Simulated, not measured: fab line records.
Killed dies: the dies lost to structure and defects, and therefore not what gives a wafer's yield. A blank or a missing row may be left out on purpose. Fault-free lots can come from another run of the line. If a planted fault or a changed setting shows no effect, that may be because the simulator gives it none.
Which tool is to blame?    flow gf180mcu    7 lots with 21 wafers sampled at 2 steps, on a route of 602 steps

== WHAT THE GAUGES READ, wafer by wafer ==
GF_LVPWELL_OVL_MEAS_07.
lot   measured     on          LVPWELL_OVL (nm)
L473  day 4 07:38  overlay-01  -3.9 -2.3 -2.8
L476  day 5 01:21  overlay-02  0.8 0.9 0.5
L478  day 5 17:32  overlay-01  3.7 3.5 2.9
L480  day 6 00:30  overlay-01  0.4 -0.2 1.3
L493  day 9 03:41  overlay-01  -0.9 -0.2 -2.4

== TOOL THAT RAN EACH LOT (tool first, then ch and the chambers of the sampled wafers, then the start) ==
lot   GF_STI_OXIDATION_21
L473  furnace-01 ch 0, day 2 11:38
L476  furnace-01 ch 0, day 3 04:01
L478  furnace-02 ch 0, day 3 15:39
L480  furnace-02 ch 0, day 4 00:40
L485  furnace-02, day 5 03:07
L487  furnace-02, day 5 13:13
L493  furnace-02 ch 0, day 6 21:20
- GF_STI_OXIDATION_21: stabilise 600 s, purge 300 s, target thk 15 nm.

== THE ANSWER, worked out from the rows above alone ==
Rule: the lots themselves supply what counts as usual. The widest of any qualifying gaps counts: lots, ordered by their means at a reading, are off when they make up no more than a third of the lots, leave a main group of 4 or more, and stand apart from it by 3 or more times the standard deviation of that group's means. The tables above print the reading to a certain number of digits; a main group whose means all agree to those digits is not used. A lot without any number at a reading at which 4 lots or more have one is off too. Any other lot the step has rows for is counted as sound.
No lot is off on any of the readings shown, so nothing can be concluded from this.

== WHAT THE SIMULATOR PUT IN ==
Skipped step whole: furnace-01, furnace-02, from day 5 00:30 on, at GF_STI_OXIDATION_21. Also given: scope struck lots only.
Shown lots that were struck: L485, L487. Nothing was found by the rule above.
